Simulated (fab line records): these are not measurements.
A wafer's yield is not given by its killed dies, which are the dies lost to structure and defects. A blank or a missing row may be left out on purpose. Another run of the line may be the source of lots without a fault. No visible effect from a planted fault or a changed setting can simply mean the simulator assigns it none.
Code-filled problem report in 8D (eight disciplines) form + flow sky130 + the parts of the form that need people (team, actions taken, sign-off) are left out

## 1. THE PROBLEM
cd_nm at SKY_VT_ADJUST_HVTR_CD_MEAS_07 reads a mean of 414.6 nm on 1 wafer of 1 lot; wafers without a fault read 379.5 nm with a standard deviation of 2.4. Relative to the usual mean, that is a shift of +15 standard deviations.
The step: target cd 380 nm.
First seen on wafer L494.1, day 15 03:30, on cd_sem-02. Wafers with a number at this step in the record: 36, from 12 lots. The rule behind "out" and "out of limits": a value lying over 4 standard deviations away from the usual mean. All remaining wafers that have a number are taken as sound.

## 2. WHAT IT IS AND WHAT IT IS NOT
| question                    | is                | is not                                                                          |
|-----------------------------|-------------------|---------------------------------------------------------------------------------|
| which readings at this step | cd_nm             | -                                                                               |
| which lots                  | L494              | L479, L481, L482, L483, L484, L489, L491, L493, L498, L501, L502                |
| which wafers of those lots  | L494.1            | L494.3, L494.4                                                                  |
| read on which gauges        | cd_sem-02         | cd_sem-01                                                                       |
| when                        | from day 15 03:30 | up to then (26 sound wafers); but 9 sound wafers of L498, L501, L502 came after |

## 3. THE SUSPECTS, EACH WITH WHAT RULES IT OUT
Counting: any tool at a process step up to the reading remains a suspect provided it ran every lot that is out. Sound lots after the first of them don't rule it out here, since some wafers of a struck lot are sound.
- the gauge at SKY_VT_ADJUST_HVTR_CD_MEAS_07: kept. All the wafers that are out were read on cd_sem-02, and no step on other tools shows them out.
- litho_track-03 at SKY_VT_ADJUST_HVTR_DEVELOP_06 (develop time 60 s): kept. It ran the lot that is out, L494 (day 15 03:21); its last sound lot up to then is L489 (day 12 19:51).
The count leaves cd_sem-02 at SKY_VT_ADJUST_HVTR_CD_MEAS_07 and litho_track-03 at SKY_VT_ADJUST_HVTR_DEVELOP_06.

## 4. THE CAUSE (what the simulator had put in)
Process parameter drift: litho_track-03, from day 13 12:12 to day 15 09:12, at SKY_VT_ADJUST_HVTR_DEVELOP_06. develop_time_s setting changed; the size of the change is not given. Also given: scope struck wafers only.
Of the 2 suspects that counting leaves, this tool is one.

## 5. SEQUENCE OF EFFECTS, ordered by route
Rows list readings where the struck wafers' mean (over those with a number) sits beyond 3 standard deviations from the usual. Only readings for which the record gives a usual standard deviation are gone through. hours: the time from each lot's start at the first step in this table that gives one to its start at this step, as a median over the lots. sigmas: the change in usual standard deviations.
| hours | step                          | reading | usual    | on struck wafers | change | sigmas |
|-------|-------------------------------|---------|----------|------------------|--------|--------|
| 0     | SKY_VT_ADJUST_HVTR_CD_MEAS_07 | cd_nm   | 379.5 nm | 414.6            | +35.1  | +15    |
Later steps that measure or inspect, where all struck wafers having a row at the step show a number for every such reading and not one has moved that far: SKY_SONOS_ONO_OVL_MEAS_14.

## 6. HOW IT WOULD HAVE BEEN CAUGHT EARLIER
The first out-of-limits reading at a measuring or inspecting step in this record came at day 15 03:30, 39 hours after the fault's start at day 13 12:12.
No tool reading at SKY_VT_ADJUST_HVTR_DEVELOP_06 that has a usual standard deviation in the record was out on any struck wafer, so an alarm limit of 4 standard deviations on those readings would not have fired.
Lots out: 1; all had begun SKY_VT_ADJUST_HVTR_DEVELOP_06 on litho_track-03 by day 15 03:30. Holding the tool at that point would not have protected any of them.
